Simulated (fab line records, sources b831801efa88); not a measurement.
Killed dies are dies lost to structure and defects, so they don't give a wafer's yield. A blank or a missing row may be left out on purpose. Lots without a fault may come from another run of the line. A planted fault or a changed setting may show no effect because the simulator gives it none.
Chamber matching | flow sky130 | SKY_POLY_GATE_ETCH_17 on rie_si-01: 4 sister chambers
The step etches poly-Si in HBr/Cl2, stops on SiO2, target depth 180 nm, time 70.5 s. 14 wafers are shown with their chamber, then 7 later ones without.

WAFERS WITH THEIR CHAMBER
wafer  | chamber | drypump_motor_current_A (A) | oes_product_au (a.u.) | rf_fwd_power_W (W)
L851.2 | 3       | 5.7                         | 0.992                 | 397.3
L851.3 | 1       | 6.1                         | 0.981                 | 396.1
L851.6 | 1       | 6.1                         | 0.991                 | 395.0
L855.1 | 3       | 5.7                         | 0.992                 | 397.4
L855.2 | 0       | 5.1                         | 1.001                 | 398.6
L855.6 | 3       | 5.6                         | 0.985                 | 396.4
L861.1 | 2       | 6.1                         | 0.991                 | 398.0
L861.2 | 0       | 5.2                         | 0.992                 | 395.4
L861.3 | 3       | 5.7                         | 1.008                 | 397.0
L865.1 | 3       | 5.6                         | 0.973                 | 396.0
L865.5 | 1       | 6.1                         | 0.982                 | 398.8
L865.6 | 0       | 5.2                         | 0.984                 | 397.8
L867.2 | 0       | 5.2                         | 0.989                 | 397.4
L867.4 | 2       | 6.1                         | 0.990                 | 395.8

SIGNATURES (means of the wafers above)
reading                 | chamber 0 | chamber 1 | chamber 2 | chamber 3 | scatter within a chamber
drypump_motor_current_A | 5.175     | 6.100     | 6.100     | 5.660     | 0.0442
oes_product_au          | 0.99150   | 0.98467   | 0.99050   | 0.99000   | 0.00927
rf_fwd_power_W          | 397.300   | 396.633   | 396.900   | 396.820   | 1.31
Rule: a wafer's distance from a chamber is the root of the sum, over the readings, of the square of ((its reading less the chamber's mean) divided by the reading's scatter). The wafer belongs to the nearest chamber; if the next one is less than 2 further off, it can't be placed. The scatter: the root of (the sum of the squares of (reading less its chamber's mean) over the shown wafers, divided by (wafers less chambers)).

WAFERS WITHOUT THEIR CHAMBER
wafer  | drypump_motor_current_A (A) | oes_product_au (a.u.) | rf_fwd_power_W (W)
L867.6 | 6.1                         | 0.990                 | 396.9
L871.1 | 6.1                         | 0.982                 | 400.0
L871.4 | 6.1                         | 0.983                 | 399.8
L871.5 | 5.2                         | 0.979                 | 394.3
L873.3 | 6.1                         | 0.986                 | 398.3
L873.4 | 5.1                         | 0.990                 | 398.0
L873.6 | 5.1                         | 0.991                 | 398.3

WHICH CHAMBER EACH WENT THROUGH
wafer  | from the rows above     | in truth
L867.6 | can't be placed: 2 or 1 | 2
L871.1 | can't be placed: 2 or 1 | 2
L871.4 | can't be placed: 2 or 1 | 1
L871.5 | 0                       | 0
L873.3 | can't be placed: 2 or 1 | 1
L873.4 | 0                       | 0
L873.6 | 0                       | 0
Placed correctly: 3 of 7. Can't be placed from these rows: 4 (the true chamber is among the candidates in 4). Placed wrongly: 0.
